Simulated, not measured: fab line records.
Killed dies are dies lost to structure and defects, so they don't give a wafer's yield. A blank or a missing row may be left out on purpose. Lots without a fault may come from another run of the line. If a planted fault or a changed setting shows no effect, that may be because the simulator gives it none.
Chamber matching -- flow sky130 -- SKY_CONTACT_HDPCVD_02 on hdpcvd-01: 3 sister chambers
The step deposits SiO2, target thk 565 nm, time 94.2 s. 3 wafers are shown with their chamber, then 7 later ones without.

## WAFERS PAIRED WITH THEIR CHAMBERS
wafer,chamber,run_length_s (s)
L345.2,2,121.5
L349.1,0,121.6
L349.2,1,121.8

## WAFERS MISSING THEIR CHAMBER
wafer,run_length_s (s)
L349.5,121.9
L350.2,121.6
L350.3,121.7
L350.5,122.1
L351.1,121.2
L351.4,121.5
L351.5,120.8

## CHAMBER TAKEN BY EACH
wafer,from the rows above,in truth
L349.5,can't be placed: 1 or 0 or 2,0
L350.2,can't be placed: 0 or 2 or 1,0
L350.3,can't be placed: 1 or 0 or 2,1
L350.5,can't be placed: 1 or 0 or 2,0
L351.1,can't be placed: 2 or 0 or 1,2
L351.4,can't be placed: 2 or 0 or 1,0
L351.5,can't be placed: 2 or 0 or 1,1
Correctly placed: 0 of 7. These rows do not allow placing 7 (true chamber among the candidates in 7). Wrongly placed: 0.
How it was worked out, from the rows above alone: a wafer's distance from a chamber is the root of the sum, over the readings, of the square of ((its reading less the chamber's mean) divided by the reading's scatter). The wafer belongs to the nearest chamber; if the next one is less than 2 further off, it can't be placed. A chamber's mean is the mean of its shown wafers. The scatter: with one shown wafer a chamber, the root of the mean of the squares of how far each hidden wafer lies from its nearest shown one.
